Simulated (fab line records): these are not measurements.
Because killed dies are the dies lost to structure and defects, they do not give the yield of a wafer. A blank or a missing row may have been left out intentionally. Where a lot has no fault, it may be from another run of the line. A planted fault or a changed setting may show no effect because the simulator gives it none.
Struck lot and sound lot, side by side + flow sky130 + 14 out of 708 route steps
Sound: wafers L906.1, L906.3, L906.5. The struck wafers were L894.2, L894.5, L894.6. The cause is named last.
At each step with rows: each side's tool, then ch and its chambers, then its first start. Under that, the readings that differ: sound wafers + struck wafers + difference of the means + sigmas: that difference in standard deviations of wafers without a fault.
alike: same words and numbers on both sides, and readings whose means sit less than 2 such deviations apart. not compared: any withheld reading, any reading some wafer has no value for, any bound like >300 that may hide the same value, and any number with overlapping values for which the record gives no deviation.
The two part at a step that has a row with sigmas, a row that says differs or no value, or rows on one side only. Numbers that have no deviation but don't overlap get no sigmas and don't part them. A reading that every wafer of one side lacks parts them only if that side has two wafers or more.

SKY_METAL4_STRIP_19: strips in O2/N2.
  sound on plasma-asher-03 ch 0,1, day 48 07:59; struck on plasma-asher-01 ch 0,1, day 44 19:39
  alike: drypump-motor-current-A, oes-product-au, strip-time-to-endpoint-s
  not compared: rf-hours-counter-h
then, 4 steps without rows for these wafers: SKY_METAL4_STRIP_20 (strips in post etch residue remover, time 1200 s); SKY_METAL4_CLEAN_21 (cleans in IPA, time 180 s); SKY_METAL4_CLEAN_22 (cleans in O3/DIW); SKY_VIA4_HDPCVD_00 (deposits SiO2, target thk 1750 nm, time 291.7 s).
SKY_VIA4_THK_MEAS_01:
  sound on film-metro-03 at day 48 08:52; struck on film-metro-03 at day 44 20:26
  alike: VIA4_HDPCVD_THK
SKY_VIA4_CMP_02: polishes SiO2.
  sound on cmp-01 ch 0,3, day 48 08:55; struck on cmp-01 ch 0,1,3, day 44 20:35
  alike: motor-current-A, slurry-filter-dp-kPa
SKY_VIA4_BOW_MEAS_03:
  sound on film-metro-02 at day 48 09:13; struck on film-metro-02 at day 44 20:49
  alike: VIA4_BOW
then, 4 steps without rows for these wafers: SKY_VIA4_DEHYDRATE_04 (time 60 s); SKY_VIA4_HMDS_05 (prime time 60 s); SKY_VIA4_COAT_06 (resist thk 1140 nm); SKY_VIA4_SOFTBAKE_07 (time 60 s).
SKY_VIA4_EXPOSE_08: exposes mask VIM4, target cd 800 nm.
  struck on iline-stepper-01, day 45 08:53; sound on iline-stepper-01 ch 0, day 48 18:07
  no value came back on the struck wafers for exposure-dose-mJ-cm2, focus-offset-nm (nm); on the sound wafers exposure-dose-mJ-cm2 reads 131.67 131.67 131.81
  alike: mask
then, 1 step without rows for these wafers: SKY_VIA4_PEB_09.

== WHERE THEY PART ==
At SKY_VIA4_EXPOSE_08 and nowhere else, as far as this record goes.

WHY: whatever the simulator had introduced
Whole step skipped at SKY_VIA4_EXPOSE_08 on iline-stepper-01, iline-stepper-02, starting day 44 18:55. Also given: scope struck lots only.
